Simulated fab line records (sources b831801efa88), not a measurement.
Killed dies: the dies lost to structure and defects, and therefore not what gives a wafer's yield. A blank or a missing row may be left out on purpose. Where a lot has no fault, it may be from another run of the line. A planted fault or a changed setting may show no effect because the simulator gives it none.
Matching of chambers	flow sky130	4 sister chambers for SKY_FIELD_ISO_ETCH_17 on rie_si-01
The step etches Si in HBr/Cl2/O2, target depth 342 nm, time 97.7 s. 4 wafers are shown with their chamber, then 7 later ones without.

EACH WAFER AND ITS CHAMBER
wafer	chamber	drypump_motor_current_A (A)
L502.5	3	6.0
L504.6	1	5.9
L506.1	2	5.6
L506.3	0	5.5

WAFERS WHOSE CHAMBER IS MISSING
wafer	drypump_motor_current_A (A)
L506.5	6.0
L508.1	5.4
L508.5	6.0
L508.6	5.6
L510.3	5.5
L510.4	5.9
L510.6	6.0

EACH ONE'S CHAMBER
wafer	from the rows above	in truth
L506.5	3	3
L508.1	0	0
L508.5	3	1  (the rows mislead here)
L508.6	2	2
L510.3	0	0
L510.4	1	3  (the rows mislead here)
L510.6	3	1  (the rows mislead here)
Correctly placed: 4 of 7. Left unplaced by these rows: 0. Placed wrongly: 3.
How it was worked out, from the rows above alone: a wafer's distance from a chamber is the root of the sum, over the readings, of the square of ((its reading less the chamber's mean) divided by the reading's scatter). The wafer belongs to the nearest chamber; if the next one is less than 2 further off, it can't be placed. The mean given for a chamber averages the wafers shown for that chamber. The scatter: root of mean squared gap, hidden wafer to nearest shown wafer, with one shown wafer a chamber.
